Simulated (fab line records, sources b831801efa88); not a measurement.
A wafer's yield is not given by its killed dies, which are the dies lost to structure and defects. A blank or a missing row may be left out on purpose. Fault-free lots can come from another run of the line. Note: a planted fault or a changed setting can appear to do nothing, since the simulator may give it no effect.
One fault seen from 2 desks / flow sky130 / what lay behind the numbers comes last; until then each desk has only its own

## AT THE TOOL OWNER'S DESK: hdpcvd-01
The tool's own readings at SKY_VIA3_HDPCVD_00 (deposits SiO2, target thk 1635 nm, time 272.5 s): means of the sampled wafers that have a number, for each lot that ran on this tool. If a lot's mean is further than 4 standard deviations from the usual mean, the lot is out of limits and carries the mark OUT (the distance appears in the brackets).
Columns: A = run length s at SKY_VIA3_HDPCVD_00, usual 300.3 s; B = susceptor temp C at SKY_VIA3_HDPCVD_00, usual 399.99 C
lot=L290; first seen here=day 40 07:05; A=300.7; B=399.85
lot=L300; first seen here=day 43 02:26; A=307.4 (+13) OUT; B=400.21
lot=L301; first seen here=day 43 11:44; A=307.9 (+14) OUT; B=400.05
This desk's verdict: out of limits on L300, L301, starting with L300 at day 43 02:26 (run length s at SKY_VIA3_HDPCVD_00). Within limits: L290.

## THE METROLOGY DESK
Means of the sampled wafers that have a number, per lot and without regard to the tool the lot ran on: this is what the gauges read. If a lot's mean is further than 4 standard deviations from the usual mean, the lot is out of limits and carries the mark OUT (the distance appears in the brackets).
Columns: A = cd nm at SKY_METAL3_CD_MEAS_13, usual 299.6 nm; B = METAL3_OVL at SKY_METAL3_OVL_MEAS_14, usual 0 nm; C = VIA3_HDPCVD_THK at SKY_VIA3_THK_MEAS_01, usual 1625 nm
lot=L290; first seen here=day 40 06:02; A=297.8; B=1; C=1628
lot=L292; first seen here=day 40 18:02; A=300.0; B=-6; C=1622
lot=L300; first seen here=day 43 01:16; A=298.9; B=-1; C=1650
lot=L301; first seen here=day 43 10:40; A=298.6; B=0; C=1671
lot=L306; first seen here=day 44 06:44; A=297.4; B=-3; C=1636
lot=L307; first seen here=day 44 21:56; A=300.4; B=5; C=1640
This desk's finding: nothing out of limits on any of the 6 lots.

## PUT TOGETHER
The tool owner's desk could have raised an alarm at day 43 02:26, on L300, L301.
Nothing out of limits was seen by the metrology desk.
The metrology desk has L300, L301 on record, within its limits.
Every lot named ran SKY_VIA3_HDPCVD_00 on hdpcvd-01.

## WHAT HAD BEEN PUT IN BY THE SIMULATOR
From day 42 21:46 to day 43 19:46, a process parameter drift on hdpcvd-01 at SKY_VIA3_HDPCVD_00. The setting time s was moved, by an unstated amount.
Lots struck among those shown: L300, L301.
Delay in hours, fault start to first out-of-limits reading, by desk: the tool owner's desk at 5.
